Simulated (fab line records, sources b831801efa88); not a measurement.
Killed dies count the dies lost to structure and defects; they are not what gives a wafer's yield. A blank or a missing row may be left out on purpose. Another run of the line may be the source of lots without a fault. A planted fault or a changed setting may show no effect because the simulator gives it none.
A single fault, viewed from 2 desks | flow gf180mcu | every desk sees just its own numbers, and what lay behind them comes last

## TOOL OWNER'S DESK, litho_track-01
The tool's own readings at GF_V2_PEB_12 (peb time 90 s): means of the sampled wafers that have a number, for each lot that ran on this tool. A lot is out of limits, marked OUT, if its mean lies more than 4 standard deviations from the usual mean; the brackets give that distance.
Columns: A = heater_power_total_W at GF_V2_PEB_12, usual 85.70 W; B = resist_line_temp_C at GF_V2_PEB_12, usual 23.00 C
lot  | first seen here | A               | B
L916 | day 20 00:02    | 85.65           | 23.00
L921 | day 21 23:23    | 85.70           | 23.00
L929 | day 25 04:53    | 86.73 (+12) OUT | 23.14
L930 | day 25 09:58    | 86.69 (+12) OUT | 22.96
Finding of this desk: L929, L930 out of limits; the first was L929 at day 25 04:53, on heater_power_total_W at GF_V2_PEB_12. L916, L921: within limits.

## AT THE METROLOGY DESK
Means of the sampled wafers that have a number, per lot and without regard to the tool the lot ran on: this is what the gauges read. A lot is out of limits, marked OUT, if its mean lies more than 4 standard deviations from the usual mean; the brackets give that distance.
Columns: A = cd_nm at GF_V2_CD_MEAS_14, usual 259.9 nm
lot  | first seen here | A
L916 | day 20 00:23    | 261.1
L917 | day 20 07:43    | 259.6
L918 | day 20 16:33    | 261.1
L919 | day 21 08:27    | 259.4
L920 | day 21 16:47    | 262.0
L921 | day 21 23:44    | 259.3
L926 | day 24 03:51    | 259.3
L929 | day 25 05:14    | 259.4
L930 | day 25 10:17    | 258.7
L933 | day 26 06:33    | 257.6
L936 | day 27 01:08    | 260.4
L937 | day 27 09:48    | 260.8
L938 | day 27 16:10    | 261.5
L939 | day 27 22:54    | 258.2
Finding of this desk: none of the 14 lots has anything out of limits.

## PUT TOGETHER
At day 25 04:53, on L929, L930, the tool owner's desk was in a position to raise an alarm.
Nothing out of limits was seen by the metrology desk.
The metrology desk has L929, L930 on record, within its limits.
GF_V2_PEB_12 was run on litho_track-01 by each of the lots named.

## WHAT THE SIMULATOR HAD PUT IN
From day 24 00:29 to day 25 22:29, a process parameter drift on litho_track-01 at GF_V2_PEB_12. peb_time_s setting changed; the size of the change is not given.
Struck lots among those shown: L929, L930.
Hours from the fault's start to each desk's first reading out of limits: the tool owner's desk, 28.
